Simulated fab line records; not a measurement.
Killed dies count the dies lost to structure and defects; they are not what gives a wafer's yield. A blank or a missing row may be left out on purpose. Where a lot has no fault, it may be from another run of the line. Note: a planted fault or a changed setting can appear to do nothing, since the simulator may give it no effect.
fab line records ; flow sky130
[record] lots = 6; wafers = 18; last_day = 50
route steps=708 shown PWDE@52 NWELL@56 PAD_OPEN@708
lots untouched by any fault: they come from a run of this same line in which no faults occurred
start_h: the number of hours between the record's first day and the start of the first shown wafer of the lot ; wait_h: hours from the lot's prior step to this one ; " as in the row above ; L1.1+2: a single row standing in for several wafers ; - no value, or no start was given ; * or withheld: withheld ; < > ~ a bound
route shown NAME@n: names a module that has steps shown in the file, with the first one's number in the route ; usual: mean and standard deviation over wafers with no fault ; same: alike in all rows ; chamber/n: place in a boat ; sites: each site's reading ; _std_site: how widely they spread, as a standard deviation ; _edge_site: the outer-site mean with the inner-site mean subtracted ; radius_mm: how far each site lies from the wafer's centre ; mask NAME#n: copy n ; behind: the last tool/chamber to shape the wafer ; hold: the reason the lot was held/the length of the hold in hours/how it ended ; device: which transistor (n, p or np) failed to switch ; end of line: the same wafers' tests at the end of the route ; where a step has no rows: the recipe by itself ; killed: count of dies lost to structure and defects at first sort (not the wafer's yield) ; map: shows each die of a wafer: x if killed, . if not, _ if none is there
set.NAME: the setting as run; set.NAME@STEP: as run at that earlier step ; model.NAME: the simulator's own value behind a step, which no gauge read
lots seen at some steps along the route; tables by step, rows by wafer
services: the hour from which a tool's chamber was out of use, counted from the record's first day as start_h (under 0 if before that day), plus the number of hours and why
[[steps]]
[step SKY_PWDE_OVL_MEAS_07]
[usual] PWDE_OVL = 0.8/1.4
lot.wafer;tool;chamber;start_h;wait_h;PWDE_OVL[nm]
L414.2;overlay-02;-;105.58;-;2.3
L414.4;overlay-02;-;105.58;-;-0.1
L414.5;overlay-02;-;105.58;-;-0.5
L415.1;overlay-02;-;107.69;-;1.6
L415.2;overlay-02;-;107.69;-;2.7
L415.3;overlay-02;-;107.69;-;0.3
L426.2;overlay-02;-;172.59;-;3.1
L426.3;overlay-02;-;172.59;-;1.1
L426.6;overlay-02;-;172.59;-;1.0
L428.2;overlay-01;-;181.64;-;-1.8
L428.5;overlay-01;-;181.64;-;-1.3
L428.6;overlay-01;-;181.64;-;0.3
L429.2;overlay-01;-;189.18;-;0.5
L429.4;overlay-01;-;189.18;-;1.6
L429.5;overlay-01;-;189.18;-;1.0
L431.1;overlay-02;-;206.87;-;0.2
L431.2;overlay-02;-;206.87;-;0.3
L431.5;overlay-02;-;206.87;-;-1.1
[step SKY_PWDE_IMPLANT_08]
[recipe] species = B; energy_kev = 150; dose_cm2 = 3.6e+12; tilt_deg = withheld
[step SKY_PWDE_STRIP_09]
[recipe] chemistry = O2/N2; power_w = 1400; pressure_mtorr = 1500; platen_temp_c = withheld; o2_flow_sccm = 3000; n2_flow_sccm = 300; overash_fraction = 0.5
[usual] drypump_motor_current_A = 5.67/0.19; oes_product_au = 0.722/0.004; strip_time_to_endpoint_s = 36.94/0.11
[same] overash_fraction = 0.5
lot.wafer;tool;chamber;start_h;wait_h;drypump_motor_current_A;oes_product_au;rf_hours_counter_h;strip_time_to_endpoint_s
L414.2;plasma_asher-03;0;105.76;0.1;5.81;0.727;44;36.97
L414.4;plasma_asher-03;0;105.76;0.1;5.82;0.720;-;36.81
L414.5;plasma_asher-03;0;105.76;0.1;5.88;0.720;-;36.90
L415.1;plasma_asher-03;0;107.87;0.1;5.86;0.721;45;36.89
L415.2;plasma_asher-03;1;107.87;0.1;5.41;0.724;45;36.94
L415.3;plasma_asher-03;1;107.87;0.1;5.40;0.714;-;36.95
L426.2;plasma_asher-03;0;172.77;0.1;5.88;0.720;51;36.87
L426.3;plasma_asher-03;0;172.77;0.1;5.88;0.725;-;37.01
L426.6;plasma_asher-03;1;172.77;0.1;5.37;0.727;-;37.00
L428.2;plasma_asher-03;1;181.82;0.1;5.42;0.727;52;37.05
L428.5;plasma_asher-03;1;181.82;0.1;5.43;0.727;-;36.99
L428.6;plasma_asher-03;0;181.82;0.1;5.86;0.727;-;37.03
L429.2;plasma_asher-03;0;189.36;0.1;5.89;0.725;53;36.91
L429.4;plasma_asher-03;0;189.36;0.1;5.86;0.718;-;36.92
L429.5;plasma_asher-03;1;189.36;0.1;5.44;0.716;-;36.98
L431.1;plasma_asher-04;0;207.06;0.1;5.75;0.725;36;36.80
L431.2;plasma_asher-04;1;207.06;0.1;5.89;0.730;36;36.76
L431.5;plasma_asher-04;1;207.06;0.1;5.90;0.723;-;36.74
[step SKY_PWDE_TW_MEAS_10]
[usual] PWDE_TW = 376.0/2.2
lot.wafer;tool;chamber;start_h;wait_h;PWDE_TW
L414.2;film_metro-02;-;105.87;0.1;376.1
L414.4;film_metro-02;-;105.87;0.1;379.0
L414.5;film_metro-02;-;105.87;0.1;375.2
L415.1;film_metro-03;-;107.97;0.1;373.7
L415.2;film_metro-03;-;107.97;0.1;375.1
L415.3;film_metro-03;-;107.97;0.1;374.4
L426.2;film_metro-03;-;172.88;0.1;374.1
L426.3;film_metro-03;-;172.88;0.1;376.9
L426.6;film_metro-03;-;172.88;0.1;375.6
L428.2;film_metro-03;-;181.93;0.1;376.0
L428.5;film_metro-03;-;181.93;0.1;378.6
L428.6;film_metro-03;-;181.93;0.1;377.0
L429.2;film_metro-04;-;189.47;0.1;374.9
L429.4;film_metro-04;-;189.47;0.1;374.1
L429.5;film_metro-04;-;189.47;0.1;373.7
L431.1;film_metro-02;-;207.16;0.1;380.1
L431.2;film_metro-02;-;207.16;0.1;378.3
L431.5;film_metro-02;-;207.16;0.1;377.8
[step SKY_NWELL_DEHYDRATE_03]
[recipe] temp_c = 200; time_s = 60
[step SKY_NWELL_HMDS_04]
[recipe] prime_time_s = 60; prime_temp_c = 120
[step SKY_NWELL_COAT_05]
[recipe] spin_rpm = 2000; resist_thk_nm = 3000
[step SKY_NWELL_SOFTBAKE_06]
[recipe] temp_c = 110; time_s = withheld
[step SKY_NWELL_EXPOSE_07]
[recipe] mask_id = NWM; na = 0.6; source_shape = conventional; sigma_outer = 0.6; polarization = unpolarized; target_cd_nm = 840; dose_mj = 255
[step SKY_NWELL_PEB_08]
[recipe] temp_c = 115; time_s = withheld
[step SKY_NWELL_DEVELOP_09]
[recipe] wall_angle_deg = 90; developer = TMAH; develop_time_s = 60; dev_temp_c = 23
[step SKY_NWELL_OVL_MEAS_10]
[usual] NWELL_00_OVL = -0.7/1.6
lot.wafer;tool;chamber;start_h;wait_h;NWELL_00_OVL[nm]
L414.2;overlay-01;-;124.09;-;-3.7
L414.4;overlay-01;-;124.09;-;-3.2
L414.5;overlay-01;-;124.09;-;-2.5
L415.1;overlay-01;-;126.17;-;-1.6
L415.2;overlay-01;-;126.17;-;-1.9
L415.3;overlay-01;-;126.17;-;-4.2
L426.2;overlay-01;-;193.53;-;0.0
L426.3;overlay-01;-;193.53;-;-1.0
L426.6;overlay-01;-;193.53;-;0.1
L428.2;overlay-02;-;203.33;-;1.6
L428.5;overlay-02;-;203.33;-;0.2
L428.6;overlay-02;-;203.33;-;1.4
L429.2;overlay-02;-;210.78;-;-0.3
L429.4;overlay-02;-;210.78;-;-0.1
L429.5;overlay-02;-;210.78;-;0.5
L431.1;overlay-01;-;229.97;-;-2.2
L431.2;overlay-01;-;229.97;-;-1.3
L431.5;overlay-01;-;229.97;-;-0.4
[step SKY_NWELL_IMPLANT_11]
[recipe] species = P; energy_kev = 400; dose_cm2 = 1.9e+13; tilt_deg = withheld
[usual] dose_ions_cm2 = 1.8996e+13/1.9e+10
lot.wafer;tool;chamber;start_h;wait_h;dose_ions_cm2
L414.2;implanter-03;0;124.15;0.0;1.8988e+13
L414.4;implanter-03;0;124.15;0.0;1.8988e+13
L414.5;implanter-03;0;124.15;0.0;1.898e+13
L415.1;implanter-02;0;126.21;0.0;1.901e+13
L415.2;implanter-02;0;126.21;0.0;1.9036e+13
L415.3;implanter-02;0;126.21;0.0;1.9013e+13
L426.2;implanter-03;0;193.58;0.0;1.9871e+13
L426.3;implanter-03;0;193.58;0.0;1.985e+13
L426.6;implanter-03;0;193.58;0.0;1.9847e+13
L428.2;implanter-01;0;203.38;0.0;1.8993e+13
L428.5;implanter-01;0;203.38;0.0;1.8974e+13
L428.6;implanter-01;0;203.38;0.0;1.8999e+13
L429.2;implanter-03;0;210.83;0.0;1.9851e+13
L429.4;implanter-03;0;210.83;0.0;1.9873e+13
L429.5;implanter-03;0;210.83;0.0;1.9879e+13
L431.1;implanter-01;0;230.01;0.0;1.9008e+13
L431.2;implanter-01;0;230.01;0.0;1.8983e+13
L431.5;implanter-01;0;230.01;0.0;1.8997e+13
[step SKY_NWELL_IMPLANT_12]
[recipe] species = P; energy_kev = 120; dose_cm2 = 1.3e+12; tilt_deg = withheld
[step SKY_NWELL_IMPLANT_13]
[recipe] species = P; energy_kev = 50; dose_cm2 = 7e+11; tilt_deg = withheld
[step SKY_NWELL_STRIP_14]
[recipe] chemistry = O2/N2; power_w = 1400; pressure_mtorr = 1500; platen_temp_c = withheld; o2_flow_sccm = 3000; n2_flow_sccm = 300; overash_fraction = 0.5
[usual] drypump_motor_current_A = 5.67/0.17; oes_product_au = 0.722/0.0045; strip_time_to_endpoint_s = 36.90/0.086
[same] overash_fraction = 0.5
lot.wafer;tool;chamber;start_h;wait_h;drypump_motor_current_A;oes_product_au;rf_hours_counter_h;strip_time_to_endpoint_s
L414.2;plasma_asher-01;1;124.57;0.1;5.74;0.717;36;37.01
L414.4;plasma_asher-01;0;124.57;0.1;5.51;0.724;-;36.93
L414.5;plasma_asher-01;1;124.57;0.1;5.74;0.715;-;36.98
L415.1;plasma_asher-01;1;126.66;0.1;5.73;0.711;36;36.74
L415.2;plasma_asher-01;0;126.66;0.1;5.48;0.718;36;36.90
L415.3;plasma_asher-01;1;126.66;0.1;5.74;0.724;-;36.93
L426.2;plasma_asher-03;1;195.85;0.1;5.40;0.721;53;37.05
L426.3;plasma_asher-03;0;195.85;0.1;5.90;0.717;-;37.02
L426.6;plasma_asher-03;1;195.85;0.1;5.40;0.719;-;36.81
L428.2;plasma_asher-01;0;203.81;0.1;5.46;0.722;44;37.10
L428.5;plasma_asher-01;1;203.81;0.1;5.72;0.727;-;36.99
L428.6;plasma_asher-01;0;203.81;0.1;5.47;0.718;-;37.02
L429.2;plasma_asher-02;1;211.26;0.1;5.87;0.725;9;36.90
L429.4;plasma_asher-02;0;211.26;0.1;5.60;0.722;-;36.87
L429.5;plasma_asher-02;0;211.26;0.1;5.62;0.725;-;36.94
L431.1;plasma_asher-01;0;230.46;0.1;5.48;0.719;47;36.93
L431.2;plasma_asher-01;1;230.46;0.1;5.74;0.719;47;36.96
L431.5;plasma_asher-01;0;230.46;0.1;5.49;0.732;-;36.86
[step SKY_NWELL_TW_MEAS_15]
[usual] NWELL_TW = 1830/12
lot.wafer;tool;chamber;start_h;wait_h;NWELL_TW
L414.2;film_metro-03;-;124.68;0.1;1845
L414.4;film_metro-03;-;124.68;0.1;1841
L414.5;film_metro-03;-;124.68;0.1;1843
L415.1;film_metro-04;-;126.76;0.1;1814
L415.2;film_metro-04;-;126.76;0.1;1822
L415.3;film_metro-04;-;126.76;0.1;1820
L426.2;film_metro-04;-;195.96;0.1;1852
L426.3;film_metro-04;-;195.96;0.1;1848
L426.6;film_metro-04;-;195.96;0.1;1847
L428.2;film_metro-04;-;203.92;0.1;1823
L428.5;film_metro-04;-;203.92;0.1;1823
L428.6;film_metro-04;-;203.92;0.1;1820
L429.2;film_metro-04;-;211.37;0.1;1852
L429.4;film_metro-04;-;211.37;0.1;1841
L429.5;film_metro-04;-;211.37;0.1;1845
L431.1;film_metro-04;-;230.56;0.1;1828
L431.2;film_metro-04;-;230.56;0.1;1831
L431.5;film_metro-04;-;230.56;0.1;1839
[step SKY_NWELL_DEHYDRATE_16]
[recipe] temp_c = 200; time_s = 60
[step SKY_NWELL_HMDS_17]
[recipe] prime_time_s = 60; prime_temp_c = 120
[step SKY_NWELL_COAT_18]
[recipe] spin_rpm = 2000; resist_thk_nm = 3000
[step SKY_NWELL_SOFTBAKE_19]
[recipe] temp_c = 110; time_s = withheld
[step SKY_NWELL_EXPOSE_20]
[recipe] mask_id = NWM_COMPLEMENT; na = 0.6; source_shape = conventional; sigma_outer = 0.6; polarization = unpolarized; target_cd_nm = 840; dose_mj = 260
[step SKY_NWELL_PEB_21]
[recipe] temp_c = 115; time_s = withheld
[step SKY_NWELL_DEVELOP_22]
[recipe] wall_angle_deg = 90; developer = TMAH; develop_time_s = 60; dev_temp_c = 23
[step SKY_NWELL_OVL_MEAS_23]
[usual] NWELL_01_OVL = -0.3/1.5
lot.wafer;tool;chamber;start_h;wait_h;NWELL_01_OVL[nm]
L414.2;overlay-01;-;143.24;-;0.4
L414.4;overlay-01;-;143.24;-;-0.6
L414.5;overlay-01;-;143.24;-;0.6
L415.1;overlay-01;-;144.83;-;-0.2
L415.2;overlay-01;-;144.83;-;0.0
L415.3;overlay-01;-;144.83;-;-1.5
L426.2;overlay-01;-;217.58;-;2.7
L426.3;overlay-01;-;217.58;-;1.1
L426.6;overlay-01;-;217.58;-;0.3
L428.2;overlay-02;-;225.93;-;2.8
L428.5;overlay-02;-;225.93;-;2.1
L428.6;overlay-02;-;225.93;-;2.9
L429.2;overlay-02;-;234.68;-;2.3
L429.4;overlay-02;-;234.68;-;1.9
L429.5;overlay-02;-;234.68;-;0.3
L431.1;overlay-02;-;254.53;-;-1.3
L431.2;overlay-02;-;254.53;-;-0.1
L431.5;overlay-02;-;254.53;-;2.6
[step SKY_NWELL_IMPLANT_24]
[recipe] species = B; energy_kev = 140; dose_cm2 = 9.2e+12; tilt_deg = withheld
[step SKY_NWELL_STRIP_25]
[recipe] chemistry = O2/N2; power_w = 1400; pressure_mtorr = 1500; platen_temp_c = withheld; o2_flow_sccm = 3000; n2_flow_sccm = 300; overash_fraction = 0.5
[usual] drypump_motor_current_A = 5.66/0.18; oes_product_au = 0.722/0.0046; strip_time_to_endpoint_s = 36.91/0.091
[same] overash_fraction = 0.5
lot.wafer;tool;chamber;start_h;wait_h;drypump_motor_current_A;oes_product_au;rf_hours_counter_h;strip_time_to_endpoint_s
L414.2;plasma_asher-01;0;143.42;0.1;5.50;0.717;38;36.88
L414.4;plasma_asher-01;0;143.42;0.1;5.47;0.722;-;36.87
L414.5;plasma_asher-01;1;143.42;0.1;5.74;0.716;-;36.82
L415.1;plasma_asher-02;1;145.02;0.1;5.89;0.721;3;36.94
L415.2;plasma_asher-02;0;145.02;0.1;5.60;0.722;3;36.80
L415.3;plasma_asher-02;1;145.02;0.1;5.89;0.721;-;36.94
L426.2;plasma_asher-02;1;217.76;0.1;5.86;0.726;10;36.90
L426.3;plasma_asher-02;1;217.76;0.1;5.88;0.723;-;36.96
L426.6;plasma_asher-02;1;217.76;0.1;5.88;0.724;-;36.80
L428.2;plasma_asher-02;1;226.11;0.1;5.86;0.720;10;36.92
L428.5;plasma_asher-02;1;226.11;0.1;5.88;0.720;-;37.09
L428.6;plasma_asher-02;0;226.11;0.1;5.60;0.726;-;36.98
L429.2;plasma_asher-03;1;234.86;0.1;5.44;0.729;57;36.90
L429.4;plasma_asher-03;0;234.86;0.1;5.85;0.732;-;36.98
L429.5;plasma_asher-03;0;234.86;0.1;5.90;0.725;-;36.90
L431.1;plasma_asher-01;1;254.72;0.1;5.76;0.733;49;36.94
L431.2;plasma_asher-01;0;254.72;0.1;5.49;0.719;49;37.03
L431.5;plasma_asher-01;1;254.72;0.1;5.73;0.718;-;36.93
[step SKY_NWELL_TW_MEAS_26]
[usual] NWELL_2_TW = 500/3.8
lot.wafer;tool;chamber;start_h;wait_h;NWELL_2_TW
L414.2;film_metro-02;-;143.53;0.1;504
L414.4;film_metro-02;-;143.53;0.1;506
L414.5;film_metro-02;-;143.53;0.1;503
L415.1;film_metro-02;-;145.12;0.1;506
L415.2;film_metro-02;-;145.12;0.1;507
L415.3;film_metro-02;-;145.12;0.1;511
L426.2;film_metro-03;-;217.87;0.1;499
L426.3;film_metro-03;-;217.87;0.1;501
L426.6;film_metro-03;-;217.87;0.1;502
L428.2;film_metro-02;-;226.22;0.1;502
L428.5;film_metro-02;-;226.22;0.1;504
L428.6;film_metro-02;-;226.22;0.1;505
L429.2;film_metro-03;-;234.97;0.1;502
L429.4;film_metro-03;-;234.97;0.1;501
L429.5;film_metro-03;-;234.97;0.1;503
L431.1;film_metro-02;-;254.82;0.1;504
L431.2;film_metro-02;-;254.82;0.1;506
L431.5;film_metro-02;-;254.82;0.1;506
[step SKY_NWELL_CLEAN_27]
[recipe] chemistry = SC1/SC2; mix = 1:4:20; temp_c = 70; time_s = 150; dry = n2_spin
[step SKY_NWELL_RTA_28]
[recipe] temp_c = 1050; time_s = 30; idle_temp_c = 650; ramp_up_c_per_s = 150; ramp_down_c_per_s = 90; ambient = N2
[usual] lamp_power_pct = 25.30/0.057; ramp_up_c_per_s = 150.00/0.029; wafer_temp_C_max = 1054.9/1.1
lot.wafer;tool;chamber;start_h;wait_h;lamp_power_pct;ramp_up_c_per_s;wafer_temp_C_max
L414.2;rtp_anneal-02;0;143.65;0.0;25.34;149.96;1055.2
L414.4;rtp_anneal-02;0;143.65;0.0;25.31;150.04;1055.7
L414.5;rtp_anneal-02;0;143.65;0.0;25.28;150.03;1054.3
L415.1;rtp_anneal-01;0;145.23;0.0;25.32;150.02;1053.3
L415.2;rtp_anneal-01;0;145.23;0.0;25.24;150.05;1055.8
L415.3;rtp_anneal-01;0;145.23;0.0;25.32;149.99;1054.4
L426.2;rtp_anneal-01;0;217.98;0.0;25.37;150.03;1055.1
L426.3;rtp_anneal-01;0;217.98;0.0;25.33;149.98;1055.8
L426.6;rtp_anneal-01;0;217.98;0.0;25.28;150.02;1055.7
L428.2;rtp_anneal-01;0;226.34;0.0;25.34;149.99;1053.9
L428.5;rtp_anneal-01;0;226.34;0.0;25.33;149.95;1055.5
L428.6;rtp_anneal-01;0;226.34;0.0;25.22;149.99;1055.1
L429.2;rtp_anneal-02;0;235.14;0.0;25.23;150.00;1054.7
L429.4;rtp_anneal-02;0;235.14;0.0;25.26;150.00;1055.4
L429.5;rtp_anneal-02;0;235.14;0.0;25.31;149.97;1053.3
L431.1;rtp_anneal-02;0;254.93;0.0;25.29;150.02;1056.4
L431.2;rtp_anneal-02;0;254.93;0.0;25.33;149.98;1054.3
L431.5;rtp_anneal-02;0;254.93;0.0;25.31;149.96;1061.1
[step SKY_NWELL_RS_MEAS_29]
[recipe] thk_meas_gauge = four-point-probe
[usual] NWELL_RS = 624.4/1.2
lot.wafer;tool;chamber;start_h;wait_h;NWELL_RS[ohm/sq]
L414.2;film_metro-02;-;143.75;0.1;623.1
L414.4;film_metro-02;-;143.75;0.1;623.5
L414.5;film_metro-02;-;143.75;0.1;625.1
L415.1;film_metro-04;-;145.33;0.1;624.7
L415.2;film_metro-04;-;145.33;0.1;621.8
L415.3;film_metro-04;-;145.33;0.1;621.8
L426.2;film_metro-04;-;218.09;0.1;608.7
L426.3;film_metro-04;-;218.09;0.1;608.5
L426.6;film_metro-04;-;218.09;0.1;609.6
L428.2;film_metro-04;-;226.45;0.1;624.4
L428.5;film_metro-04;-;226.45;0.1;622.3
L428.6;film_metro-04;-;226.45;0.1;624.8
L429.2;film_metro-03;-;235.24;0.1;608.4
L429.4;film_metro-03;-;235.24;0.1;610.0
L429.5;film_metro-03;-;235.24;0.1;610.7
L431.1;film_metro-03;-;255.03;0.1;624.5
L431.2;film_metro-03;-;255.03;0.1;623.9
L431.5;film_metro-03;-;255.03;0.1;622.7
[step SKY_PAD_OPEN_PROBE_99]
[usual] killed_at_M0_to_M3 = 44/7; killed_at_M4_up = 3.4/1.7; killed_at_contacts = 24/4.9; killed_at_front_end = 15/4.5; killed_at_other = 0.4/0.61; killed_dies = 86/9.7; killed_open = 47/7.1; killed_short = 39/6.1
[same] gross_dies = 492; killed_at_back_side = 0
lot.wafer;tool;chamber;start_h;wait_h;killed_at_M0_to_M3;killed_at_M4_up;killed_at_contacts;killed_at_front_end;killed_at_other;killed_dies;killed_open;killed_short
L429.2;prober-01;-;1194.93;0.1;47;2;27;17;1;94;57;37
L429.4;prober-01;-;1195.03;0.2;46;2;18;11;1;78;35;43
L429.5;prober-01;-;1195.08;0.2;44;5;12;13;0;74;41;33
// killed by level:class
L429.2 VIA1:geometric_particle:open=15 LI_CONTACT:geometric_particle:open=10 VIA3:geometric_particle:open=9 CONTACT:geometric_particle:open=6 VIA1:geometric_particle:short=6 FIELD_ISO:geometric_particle:open=5 LOCAL_INTERCONNECT:geometric_particle:short=5 VIA2:geometric_particle:open=5
L429.4 VIA1:geometric_particle:open=11 VIA2:geometric_particle:short=9 VIA2:geometric_particle:open=7 METAL2:geometric_particle:short=6 CONTACT:geometric_particle:short=5 POLY_GATE:geometric_particle:short=4 CONTACT:geometric_particle:open=4 METAL1:geometric_particle:short=4
L429.5 VIA1:geometric_particle:open=13 VIA1:geometric_particle:short=7 VIA2:geometric_particle:open=7 CONTACT:geometric_particle:open=5 VIA3:geometric_particle:open=4 POLY_GATE:geometric_particle:open=4 METAL1:geometric_particle:short=4 METAL2:geometric_particle:short=4
[[services]]
tool;chamber;start_h;hours;kind
implanter-03;-;92.28;3.6;repair
implanter-01;-;93.83;2.9;repair
plasma_asher-03;-;93.99;6.8;repair
plasma_asher-01;-;94.68;14.6;pm
implanter-02;-;106.86;4.6;repair
plasma_asher-02;-;108.75;9.0;pm
plasma_asher-02;0;108.75;9.0;vent_cycle
plasma_asher-02;1;108.75;9.0;vent_cycle
plasma_asher-02;0;117.75;-;clean
plasma_asher-02;1;117.75;-;clean
implanter-03;-;149.89;3.7;repair
implanter-02;-;160.25;1.9;repair
plasma_asher-02;-;177.45;1.0;repair
plasma_asher-04;-;186.93;1.3;repair
implanter-02;-;235.14;2.8;pm
[[key]]
[first_sign] step = SKY_NWELL_IMPLANT_11; reading = dose_ions_cm2; direction = up; sigmas = 46; usual = *; struck = *
[effect] step = SKY_NWELL_RS_MEAS_29; reading = NWELL_RS; direction = down; sigmas = 13; usual = 624.4; struck = 609.3
met_at SKY_NWELL_IMPLANT_11
struck_wafers L426.2,L426.3,L426.6,L429.2,L429.4,L429.5
tester_left_out L426,L429
onset_between 124.15 193.58
[fault] kind = process_parameter_drift; tool = implanter-03; chamber = -; onset_h = 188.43; steps = SKY_NWELL_IMPLANT_11; channel = dose_cm2; offset = *; shape = step; end_h = 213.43; acts_in = *; stated = *
// tester_left_out: of these lots the tester's yield and bins aren't shown, on N5 and GAA mostly nor the transistor test; their killed dies are dies lost to structure and defects alone, not to doping, threshold or leakage, so they don't give the yield
